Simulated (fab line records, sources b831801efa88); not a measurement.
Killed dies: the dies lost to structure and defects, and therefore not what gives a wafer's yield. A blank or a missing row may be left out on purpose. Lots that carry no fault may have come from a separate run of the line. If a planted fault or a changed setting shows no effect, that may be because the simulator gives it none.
fab line records    flow sky130
[record] lots = 12  wafers = 36  last_day = 50
route steps=708 shown DNWELL@43 VT_ADJUST_NCORE@125 LI_CONTACT@375
lots untouched by any fault: they come from a run of this same line in which no faults occurred
start_h: hours from the record's first day to the start of the lot's first wafer shown    wait_h: hours from the lot's prior step to this one    " the same as in the row above    L1.1+2: several wafers, shown together as one row    - either no value or no given start    * or withheld: withheld    < > ~ a bound
route shown NAME@n: names a module that has steps shown in the file, with the first one's number in the route    usual: average and standard deviation across the fault-free wafers    same: alike in all rows    chamber/n: place in a boat    sites: the reading at each site    _std_site: their standard deviation    _edge_site: outer sites' mean less inner sites'    radius_mm: how far each site lies from the wafer's centre    mask NAME#n: copy n    behind: the tool/chamber that last shaped the wafer    hold: reason for holding the lot/hours on hold/outcome of the hold    device: names the non-switching transistor (n, p or np)    end of line: the tests these same wafers got at the end of their route    step lacking rows: just its recipe    killed: at the first sort, the dies lost to defects and structure; wafer yield is something else    map: a wafer's dies, marking killed ones x, the rest . and places with no die _
set.NAME: the setting as run; set.NAME@STEP: as run at that earlier step    model.NAME: the simulator's own value behind a step, which no gauge read
route steps across a sampled set of lots; one table per step, one row per wafer
services: from which hour (start_h, from the record's first day; less than 0 if before it) a tool's chamber was out of use, for how many hours, and why
[[steps]]
[step SKY_DNWELL_STRIP_08]
[recipe] chemistry = O2/N2  power_w = 1400  pressure_mtorr = 1500  platen_temp_c = withheld  o2_flow_sccm = 3000  n2_flow_sccm = 300  overash_fraction = 0.5
[usual] drypump_motor_current_A = 5.8/0.45  oes_product_au = 0.722/0.0043  strip_time_to_endpoint_s = 36.97/0.099
lot.wafer  tool             chamber  start_h  wait_h  drypump_motor_current_A  oes_product_au  rf_hours_counter_h  strip_time_to_endpoint_s
L898.1     plasma_asher-01  0        50.58    0.1     5.3                      0.732           37                  37.03
L898.2     "                1        "        "       5.2                      0.717           37                  37.17
L898.6     "                1        "        "       5.2                      0.714           -                   37.12
L900.2     plasma_asher-04  1        64.08    0.1     6.1                      0.725           35                  36.89
L900.3     "                0        "        "       6.1                      0.722           -                   36.87
L900.4     "                1        "        "       6.1                      0.724           -                   37.01
L902.1     plasma_asher-03  0        72.13    0.1     5.9                      0.727           39                  36.82
L902.3     "                0        "        "       5.9                      0.719           -                   36.87
L902.5     "                0        "        "       5.8                      0.719           -                   36.84
L903.1     plasma_asher-04  1        77.51    0.1     6.0                      0.715           36                  37.21
L903.4     "                0        "        "       6.0                      0.727           -                   37.09
L903.6     "                1        "        "       6.0                      0.724           -                   37.21
L904.1     plasma_asher-03  1        82.72    0.1     6.5                      0.721           40                  37.08
L904.3     "                1        "        "       6.5                      0.729           -                   37.11
L904.6     "                1        "        "       6.5                      0.724           -                   37.08
L905.1     plasma_asher-03  0        89.77    0.1     5.9                      0.717           41                  37.04
L905.3     "                1        "        "       6.5                      0.724           -                   37.02
L905.4     "                0        "        "       5.9                      0.719           -                   36.90
L913.2     plasma_asher-01  1        136.43   0.1     5.2                      0.718           44                  36.96
L913.3     "                0        "        "       5.2                      0.723           -                   36.97
L913.5     "                0        "        "       5.2                      0.721           -                   36.98
L914.1     plasma_asher-04  0        143.27   0.1     6.1                      0.723           43                  36.78
L914.2     "                1        "        "       6.0                      0.728           43                  36.93
L914.5     "                0        "        "       6.0                      0.730           -                   36.90
L916.1     plasma_asher-01  1        152.67   0.1     5.2                      0.720           46                  36.85
L916.4     "                1        "        "       5.2                      0.726           -                   36.92
L916.6     "                1        "        "       5.2                      0.725           -                   36.96
L917.1     plasma_asher-03  0        156.86   0.1     5.9                      0.725           3                   36.98
L917.2     "                1        "        "       6.5                      0.713           3                   36.98
L917.3     "                1        "        "       6.5                      0.720           -                   36.99
L920.1     plasma_asher-04  1        183.71   0.1     6.1                      0.725           47                  37.02
L920.3     "                1        "        "       6.0                      0.713           -                   37.09
L920.5     "                1        "        "       6.0                      0.722           -                   37.07
L921.3     plasma_asher-01  0        184.10   0.1     5.2                      0.726           -                   36.91
L921.4     "                1        "        "       5.2                      0.713           -                   36.89
L921.5     "                1        "        "       5.2                      0.721           -                   36.79
[step SKY_VT_ADJUST_NCORE_DEVELOP_06]
[recipe] resist = NOVOLAK  developer = TMAH  develop_time_s = 60  dev_temp_c = 23
lot.wafer   tool            chamber  start_h  wait_h
L898.1+2+6  litho_track-04  0        178.48   0.1
L900.2+3+4  litho_track-01  0        197.05   0.1
L902.1+3+5  litho_track-04  0        207.08   0.1
L903.1+4+6  litho_track-03  0        219.31   0.1
L904.1+3+6  litho_track-01  0        221.47   0.1
L905.1+3+4  litho_track-03  0        229.31   0.1
L913.2+3+5  litho_track-03  0        291.99   0.1
L914.1+2+5  litho_track-03  0        299.76   0.1
L916.1+4+6  litho_track-01  0        309.87   0.1
L917.1+2+3  litho_track-04  0        320.78   0.1
L920.1+3+5  litho_track-01  0        357.02   0.1
L921.3+4+5  litho_track-04  0        357.53   0.1
[step SKY_VT_ADJUST_NCORE_CD_MEAS_07]
[recipe] target_cd_nm = 380
[usual] cd_nm = 379.6/2.1
lot.wafer  tool       chamber  start_h  wait_h  hold                      cd_nm
L898.1     cd_sem-02  -        178.63   0.1     -                         377.6
L898.2     "          -        "        "       -                         378.2
L898.6     "          -        "        "       -                         377.7
L900.2     cd_sem-02  -        197.19   0.1     -                         379.8
L900.3     "          -        "        "       -                         381.1
L900.4     "          -        "        "       -                         381.2
L902.1     cd_sem-02  -        207.23   0.1     -                         383.9
L902.3     "          -        "        "       -                         385.2
L902.5     "          -        "        "       -                         383.7
L903.1     cd_sem-02  -        219.46   0.1     -                         382.5
L903.4     "          -        "        "       -                         380.3
L903.6     "          -        "        "       -                         380.9
L904.1     cd_sem-02  -        221.62   0.1     -                         377.2
L904.3     "          -        "        "       -                         379.2
L904.6     "          -        "        "       -                         378.4
L905.1     cd_sem-02  -        229.46   0.1     -                         381.1
L905.3     "          -        "        "       -                         382.7
L905.4     "          -        "        "       -                         381.9
L913.2     cd_sem-01  -        292.13   0.1     await_dispo/0.2h/release  370.2
L913.3     "          -        "        "       await_dispo/0.2h/release  366.3
L913.5     "          -        "        "       await_dispo/0.2h/release  368.4
L913.2     cd_sem-01  -        292.42   0.3     -                         370.5
L913.3     "          -        "        "       -                         366.0
L913.5     "          -        "        "       -                         368.6
L914.1     cd_sem-02  -        299.91   0.1     await_dispo/0.2h/release  364.1
L914.2     "          -        "        "       await_dispo/0.2h/release  368.7
L914.5     "          -        "        "       await_dispo/0.2h/release  364.2
L914.1     cd_sem-02  -        300.20   0.3     -                         363.8
L914.2     "          -        "        "       -                         368.7
L914.5     "          -        "        "       -                         364.1
L916.1     cd_sem-02  -        310.02   0.1     -                         379.6
L916.4     "          -        "        "       -                         377.8
L916.6     "          -        "        "       -                         378.3
L917.1     cd_sem-02  -        320.93   0.1     -                         382.9
L917.2     "          -        "        "       -                         380.9
L917.3     "          -        "        "       -                         382.5
L920.1     cd_sem-02  -        357.17   0.1     -                         381.7
L920.3     "          -        "        "       -                         380.1
L920.5     "          -        "        "       -                         380.6
L921.3     cd_sem-02  -        357.67   0.1     -                         376.9
L921.4     "          -        "        "       -                         376.3
L921.5     "          -        "        "       -                         378.5
[step SKY_VT_ADJUST_NCORE_STRIP_10]
[recipe] chemistry = O2/N2  power_w = 1400  pressure_mtorr = 1500  platen_temp_c = withheld  o2_flow_sccm = 3000  n2_flow_sccm = 300  overash_fraction = 0.5
[usual] drypump_motor_current_A = 6.0/0.31  oes_product_au = 0.715/0.0045  strip_time_to_endpoint_s = 14.17/0.048
lot.wafer  tool             chamber  start_h  wait_h  drypump_motor_current_A  oes_product_au  rf_hours_counter_h  strip_time_to_endpoint_s
L898.1     plasma_asher-02  1        179.01   0.1     5.5                      0.719           37                  14.12
L898.2     "                0        "        "       5.8                      0.716           37                  14.13
L898.6     "                0        "        "       5.9                      0.714           -                   14.19
L900.2     plasma_asher-03  1        197.48   0.1     6.5                      0.709           7                   14.15
L900.3     "                0        "        "       5.9                      0.721           -                   14.17
L900.4     "                1        "        "       6.5                      0.712           -                   14.14
L902.1     plasma_asher-02  0        207.54   0.1     5.8                      0.710           39                  14.11
L902.3     "                1        "        "       5.5                      0.709           -                   14.12
L902.5     "                0        "        "       5.8                      0.715           -                   14.13
L903.1     plasma_asher-02  0        219.77   0.1     5.8                      0.716           40                  14.17
L903.4     "                0        "        "       5.8                      0.715           -                   14.17
L903.6     "                1        "        "       5.4                      0.704           -                   14.19
L904.1     plasma_asher-04  0        221.93   0.1     6.1                      0.716           51                  14.21
L904.3     "                0        "        "       6.0                      0.719           -                   14.20
L904.6     "                1        "        "       6.0                      0.713           -                   14.22
L905.1     plasma_asher-03  0        229.77   0.1     5.9                      0.721           11                  14.21
L905.3     "                0        "        "       5.9                      0.705           -                   14.14
L905.4     "                1        "        "       6.5                      0.714           -                   14.14
L913.2     plasma_asher-03  1        295.72   0.2     6.5                      0.719           17                  14.06
L913.3     "                0        "        "       5.9                      0.712           -                   14.13
L913.5     "                0        "        "       5.9                      0.719           -                   14.18
L914.1     plasma_asher-02  0        304.26   0.1     5.9                      0.712           48                  14.12
L914.2     "                1        "        "       5.5                      0.713           48                  14.10
L914.5     "                1        "        "       5.5                      0.714           -                   14.16
L916.1     plasma_asher-03  0        310.33   0.1     5.9                      0.711           19                  14.16
L916.4     "                1        "        "       6.5                      0.717           -                   14.19
L916.6     "                1        "        "       6.5                      0.716           -                   14.19
L917.1     plasma_asher-02  1        321.24   0.1     5.5                      0.711           50                  14.13
L917.2     "                0        "        "       5.8                      0.718           50                  14.10
L917.3     "                1        "        "       5.5                      0.715           -                   14.12
L920.1     plasma_asher-03  0        357.48   0.1     5.9                      0.715           23                  14.17
L920.3     "                0        "        "       5.9                      0.710           -                   14.15
L920.5     "                0        "        "       5.9                      0.713           -                   14.18
L921.3     plasma_asher-04  1        357.97   0.1     6.0                      0.708           -                   14.12
L921.4     "                0        "        "       6.0                      0.715           -                   14.12
L921.5     "                1        "        "       6.1                      0.718           -                   14.14
[step SKY_LI_CONTACT_OVL_MEAS_13]
[usual] LI_CONTACT_OVL = -1/5.8
lot.wafer  tool        chamber  start_h  wait_h  LI_CONTACT_OVL[nm]
L898.1     overlay-02  -        672.39   0.1     8
L898.2     "           -        "        "       -2
L898.6     "           -        "        "       13
L900.2     overlay-02  -        688.05   0.1     9
L900.3     "           -        "        "       5
L900.4     "           -        "        "       -2
L902.1     overlay-02  -        706.10   0.1     2
L902.3     "           -        "        "       1
L902.5     "           -        "        "       3
L903.1     overlay-01  -        722.95   0.1     10
L903.4     "           -        "        "       7
L903.6     "           -        "        "       4
L904.1     overlay-02  -        736.77   0.1     -1
L904.3     "           -        "        "       -2
L904.6     "           -        "        "       1
L905.1     overlay-02  -        737.75   0.1     -9
L905.3     "           -        "        "       -4
L905.4     "           -        "        "       -1
L913.2     overlay-02  -        800.46   0.1     -7
L913.3     "           -        "        "       -4
L913.5     "           -        "        "       -10
L914.1     overlay-01  -        806.25   0.1     3
L914.2     "           -        "        "       -5
L914.5     "           -        "        "       -8
L916.1     overlay-01  -        822.64   0.1     1
L916.4     "           -        "        "       -10
L916.6     "           -        "        "       -11
L917.1     overlay-01  -        831.19   0.1     -1
L917.2     "           -        "        "       -3
L917.3     "           -        "        "       7
L921.3     overlay-02  -        866.75   0.1     -6
L921.4     "           -        "        "       2
L921.5     "           -        "        "       -5
L920.1     overlay-01  -        867.09   0.1     -1
L920.3     "           -        "        "       9
L920.5     "           -        "        "       6
[[services]]
tool             chamber  start_h  hours  kind
plasma_asher-02  -        49.57    3.2    repair
plasma_asher-04  -        90.46    3.3    repair
plasma_asher-01  -        94.15    0.7    repair
plasma_asher-01  -        106.33   10.0   pm
plasma_asher-03  -        108.75   9.0    pm
plasma_asher-03  0        108.75   9.0    vent_cycle
plasma_asher-03  1        108.75   9.0    vent_cycle
plasma_asher-03  0        117.75   -      clean
plasma_asher-03  1        117.75   -      clean
plasma_asher-03  -        154.01   2.8    pm
plasma_asher-02  -        170.95   0.4    repair
plasma_asher-03  -        239.51   0.7    repair
plasma_asher-01  -        335.35   4.2    repair
plasma_asher-03  -        336.64   6.1    repair
plasma_asher-04  -        338.96   2.3    repair
plasma_asher-02  -        350.37   8.3    repair
[[key]]
[first_sign] step = SKY_VT_ADJUST_NCORE_CD_MEAS_07  reading = visit  direction = added
[effect] step = SKY_VT_ADJUST_NCORE_CD_MEAS_07  reading = cd_nm  direction = down  sigmas = 6.1  usual = 379.6  struck = 367.0
met_at SKY_VT_ADJUST_NCORE_DEVELOP_06
struck_lots L913,L914
tester_left_out L913,L914
not_acting_at SKY_DNWELL_STRIP_08,SKY_VT_ADJUST_NCORE_STRIP_10,SKY_LI_CONTACT_OVL_MEAS_13
onset_between 229.31 291.99
[fault] kind = process_parameter_drift  tool = litho_track-03  chamber = -  onset_h = 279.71  steps = SKY_VT_ADJUST_NCORE_DEVELOP_06  channel = develop_time_s  offset = *  shape = step  end_h = 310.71  acts_in = *  stated = *
// tester_left_out: of these lots the tester's yield and bins aren't shown, on N5 and GAA mostly nor the transistor test; their killed dies are dies lost to structure and defects alone, not to doping, threshold or leakage, so they don't give the yield
